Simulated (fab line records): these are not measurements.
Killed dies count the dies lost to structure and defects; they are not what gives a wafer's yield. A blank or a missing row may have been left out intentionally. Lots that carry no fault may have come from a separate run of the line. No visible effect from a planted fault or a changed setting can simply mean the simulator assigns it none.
The same fault as seen by 2 desks ; flow gf180mcu ; every desk sees just its own numbers, and what lay behind them comes last

FOR THE TOOL OWNER'S DESK: implanter-01
The tool's own readings at GF_DNWELL_IMPLANT_07: means of the sampled wafers that have a number, for each lot that ran on this tool. Marked OUT: a lot whose mean sits more than 4 standard deviations from the usual mean, which makes it out of limits; the brackets give that distance.
Columns: A = beam energy keV at GF_DNWELL_IMPLANT_07, usual 1499.9
lot;first seen here;A
L860;day 3 14:17;1500.3
L867;day 5 05:27;1569.7 (+99 or more) OUT
L869;day 5 13:46;1569.3 (+99 or more) OUT
Finding of this desk: L867, L869 out of limits; the first was L867 at day 5 05:27, on beam energy keV at GF_DNWELL_IMPLANT_07. L860: within limits.

METROLOGY DESK
Means of the sampled wafers that have a number, per lot and without regard to the tool the lot ran on: this is what the gauges read. Marked OUT: a lot whose mean sits more than 4 standard deviations from the usual mean, which makes it out of limits; the brackets give that distance.
Columns: A = STI_OXIDATION_02_THK at GF_STI_THK_MEAS_30, usual 10.02 nm
lot;first seen here;A
L857;day 2 11:43;9.77
L860;day 3 02:08;10.06
L867;day 4 16:38;10.10
L869;day 4 23:47;10.18
L876;day 6 11:52;9.93
L879;day 7 05:17;10.11
Result from this desk: across the 6 lots, nothing is out of limits.

PUT TOGETHER
The tool owner's desk could have raised an alarm at day 5 05:27, on L867, L869.
Metrology desk: nothing out of limits seen.
The metrology desk has L867, L869 on record, within its limits.
The lots listed all ran GF_DNWELL_IMPLANT_07 on implanter-01.

WHAT THE SIMULATOR PUT IN
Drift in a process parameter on implanter-01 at GF_DNWELL_IMPLANT_07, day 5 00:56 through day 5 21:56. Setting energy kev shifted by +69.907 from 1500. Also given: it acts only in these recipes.
Struck lots among those shown: L867, L869.
Delay in hours, fault start to first out-of-limits reading, by desk: the tool owner's desk at 5.
